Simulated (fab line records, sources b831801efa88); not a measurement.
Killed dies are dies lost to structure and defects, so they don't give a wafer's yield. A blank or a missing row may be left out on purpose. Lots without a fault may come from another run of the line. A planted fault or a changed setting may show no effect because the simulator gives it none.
Problem report in the 8D (eight disciplines) form, filled by code | flow sky130 | the parts of the form that need people (team, actions taken, sign-off) are left out

1. THE PROBLEM
METAL1_ALCU_RS at SKY_METAL1_RS_MEAS_05 reads a mean of 0.1384 ohm/sq on 1 wafer of 1 lot; wafers without a fault read 0.1259 ohm/sq with a standard deviation of 0.0016. That is +7.8 standard deviations from the usual mean.
The step: measures by four-point-probe.
First seen on wafer L330.2, day 35 17:47, on film_metro-04. The record holds 30 wafers of 10 lots with a number at this step. Rule for "out", or "out of limits": more than 4 standard deviations from the usual mean. The other wafers with a number count as sound.

2. WHAT IT IS AND WHAT IT IS NOT
question                    | is                | is not
which readings at this step | METAL1_ALCU_RS    | -
which lots                  | L330              | L319, L320, L331, L333, L336, L338, L339, L341, L342
which wafers of those lots  | L330.2            | L330.1, L330.3
read on which gauges        | film_metro-04     | film_metro-01, film_metro-02
when                        | from day 35 17:47 | up to then (8 sound wafers); but 21 sound wafers of L331, L333, L336, L338, L339, L341, L342 came after

3. SUSPECTS, AND WHAT RULES EACH OUT
Counting: a tool at a process step up to the reading stays a suspect if it ran every lot that is out. Sound lots after the first of them don't rule it out here, since some wafers of a struck lot are sound.
- the gauge at SKY_METAL1_RS_MEAS_05: ruled out. All the wafers that are out were read on film_metro-04, but those of them that SKY_METAL1_SPUTTER_02 has rows for are out there too, on other tools.
- pecvd-03 at SKY_CONTACT_CVD_00 (deposits Si3N4, target thk 75 nm): kept. It ran the lot that is out, L330 (day 34 12:50).
- pvd_sputter-03 at SKY_METAL1_SPUTTER_00 (material Ti, target thk 15 nm, time 10 s): kept. It ran the lot that is out, L330 (day 35 17:38); its last sound lot up to then is L320 (day 32 06:15).
- pvd_sputter-03 at SKY_METAL1_SPUTTER_02 (material AlCu, target thk 250 nm, time 13.3 s): kept. It ran the lot that is out, L330 (day 35 17:41); its last sound lot up to then is L320 (day 32 06:17). Its own readings are out on those wafers: cathode_dc_power_W.
- Within pecvd-03 at SKY_CONTACT_CVD_00: the wafers that are out ran in chamber 0; their sound lot-mates ran in chambers 1, 2.
Left after counting: pecvd-03 at SKY_CONTACT_CVD_00, pvd_sputter-03 at SKY_METAL1_SPUTTER_00, pvd_sputter-03 at SKY_METAL1_SPUTTER_02.

4. THE CAUSE (what the simulator had put in)
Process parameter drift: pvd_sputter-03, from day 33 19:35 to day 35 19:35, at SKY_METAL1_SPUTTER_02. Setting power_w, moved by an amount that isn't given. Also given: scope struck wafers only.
Counting left 3 suspects, and this tool is among them.

5. THE CHAIN OF EFFECTS, in route order
Each row: a reading whose mean over the struck wafers that have a number lies more than 3 standard deviations from the usual. Only readings for which the record gives a usual standard deviation are gone through. hours: the time from each lot's start at the first step in this table that gives one to its start at this step, as a median over the lots. sigmas: the change in usual standard deviations.
hours | step                   | reading            | usual         | on struck wafers | change  | sigmas
0     | SKY_METAL1_SPUTTER_02  | cathode_dc_power_W | 10600 W       | 9736             | -864    | -99 or more
0     | SKY_METAL1_RS_MEAS_05  | METAL1_ALCU_RS     | 0.1259 ohm/sq | 0.1384           | +0.0125 | +7.8
0     | SKY_METAL1_THK_MEAS_06 | METAL1_ALCU_THK    | 255 nm        | 232              | -23     | -7.2
The process steps in it:
- SKY_METAL1_SPUTTER_02: material AlCu, target thk 250 nm, time 13.3 s.

6. WHAT WOULD HAVE CAUGHT IT SOONER
In this record the first reading out of limits at a measuring or inspecting step was taken at day 35 17:47, 46 hours after the fault began at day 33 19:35.
The tool's own readings at SKY_METAL1_SPUTTER_02 were out on every struck wafer that the step has a row for (cathode_dc_power_W): an alarm limit on them would have fired on the first of those.
All the lots that are out (1) had begun SKY_METAL1_SPUTTER_02 on pvd_sputter-03 by day 35 17:47. A hold on the tool at that time would have spared none of them.
